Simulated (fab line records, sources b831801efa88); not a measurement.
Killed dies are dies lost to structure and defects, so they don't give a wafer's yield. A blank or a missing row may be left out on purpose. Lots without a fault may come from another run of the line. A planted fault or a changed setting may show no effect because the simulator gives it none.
A struck lot beside a sound one | flow sky130 | 16 steps out of a route of 708
Sound: wafers L685.2, L685.3, L685.5. Struck: wafer L701.2. (L701.1, L701.3 of the same lot were not struck and are left out.) The cause comes at the end.
At each step with rows: each side's tool, then ch and its chambers, then its first start. Under that, the readings that differ: sound wafers | struck wafers | difference of the means | sigmas: that difference in standard deviations of wafers without a fault.
alike: readings whose means differ by less than 2 such deviations, and words and numbers that are the same on both sides. not compared: withheld readings, readings that some wafer has no value for, bounds like >300 that may hide the same value, and numbers for which the record gives no deviation and whose values overlap.
The two part at a step that has a row with sigmas, a row that says differs or no value, or rows on one side only. Numbers that don't overlap but have no deviation are shown without sigmas and don't part them. A reading that every wafer of one side lacks parts them only if that side has two wafers or more.

SKY_VIA1_CMP_02: polishes SiO2.
  sound on cmp-02 ch 0,2, day 35 03:21; struck on cmp-01 ch 1, day 39 10:40
  alike: head_pressure_psi, motor_current_A
SKY_VIA1_BOW_MEAS_03:
  sound on film_metro-03, day 35 03:40; struck on film_metro-03, day 39 10:58
  alike: VIA1_BOW
then, 8 steps without rows for these wafers: SKY_VIA1_DEHYDRATE_04 (time 60 s); SKY_VIA1_HMDS_05 (prime time 60 s); SKY_VIA1_COAT_06 (resist thk 60 nm); SKY_VIA1_COAT_07 (resist thk 450 nm); SKY_VIA1_SOFTBAKE_08 (time 90 s); SKY_VIA1_EXPOSE_09 (exposes mask VIM, target cd 150 nm); SKY_VIA1_PEB_10; SKY_VIA1_DEVELOP_11 (develop time 60 s).
SKY_VIA1_CD_MEAS_12: target cd 150 nm.
  sound on cd_sem-01, day 36 05:41; struck on cd_sem-01, day 40 11:29
  reading    | sound             | struck | difference | sigmas
  cd_nm (nm) | 151.6 150.9 151.3 | 147.8  | -3.5       | -3
SKY_VIA1_OVL_MEAS_13:
  sound on overlay-01, day 36 05:47; struck on overlay-02, day 40 11:37
  alike: VIA1_OVL
SKY_VIA1_ETCH_14: etches BARC in N2/H2, stops on SiO2, time 45.9 s, target depth 60 nm.
  sound on rie_diel-02 ch 0,1,3, day 36 05:49; struck on rie_diel-03 ch 0, day 40 11:39
  reading                                     | sound             | struck | difference | sigmas
  oes_product_au (a.u.)                       | 0.864 0.850 0.849 | 1.003  | +0.149     | +30
  run_length_s (s)                            | 74.8 74.6 73.8    | 62.1   | -12.3      | -32
  model.KrF-thick_of_VIA1_COAT_07.thk_nm (nm) | 393.5 393.9 393.5 | 404    | +10        |
  model.etch.depth_nm (nm)                    | 60.23 59.97 60.08 | 57.87  | -2.22      |
  model.VIA1.cd_nm (nm)                       | 151 151 150.4     | 144.6  | -6.2       |
  alike: drypump_motor_current_A, throttle_valve_pct
  not compared: rf_hours_counter_h
SKY_VIA1_ETCH_15: etches SiO2 in C4F8/O2/Ar, stops on TiN, target depth 351 nm, time 54 s.
  sound on rie_diel-02 ch 0,1,3, day 36 05:51; struck on rie_diel-03 ch 0, day 40 11:41
  reading                                     | sound             | struck | difference | sigmas
  oes_product_au (a.u.)                       | 0.985 0.987 0.971 | 0.966  | -0.015     | -3
  model.KrF-thick_of_VIA1_COAT_07.thk_nm (nm) | 323.1 322.2 324.7 | 335.1  | +11.8      |
  alike: run_length_s
  not compared: rf_hours_counter_h
SKY_VIA1_STRIP_16: strips in O2/N2.
  sound on plasma_asher-02 ch 0,1, day 36 05:54; struck on plasma_asher-03 ch 1, day 40 11:44
  reading                      | sound             | struck | difference | sigmas
  oes_product_au (a.u.)        | 0.410 0.412 0.411 | 0.424  | +0.013     | +3
  strip_time_to_endpoint_s (s) | 4.468 4.468 4.475 | 4.579  | +0.109     | +5
  alike: drypump_motor_current_A, o2_flow_sccm
  not compared: rf_hours_counter_h
then, 1 step without rows for these wafers: SKY_VIA1_STRIP_17 (strips in post etch residue remover, time 1200 s).

WHERE THEY PART
First at SKY_VIA1_CD_MEAS_12; last, within this record, at SKY_VIA1_STRIP_16.

WHY: what the simulator had put in
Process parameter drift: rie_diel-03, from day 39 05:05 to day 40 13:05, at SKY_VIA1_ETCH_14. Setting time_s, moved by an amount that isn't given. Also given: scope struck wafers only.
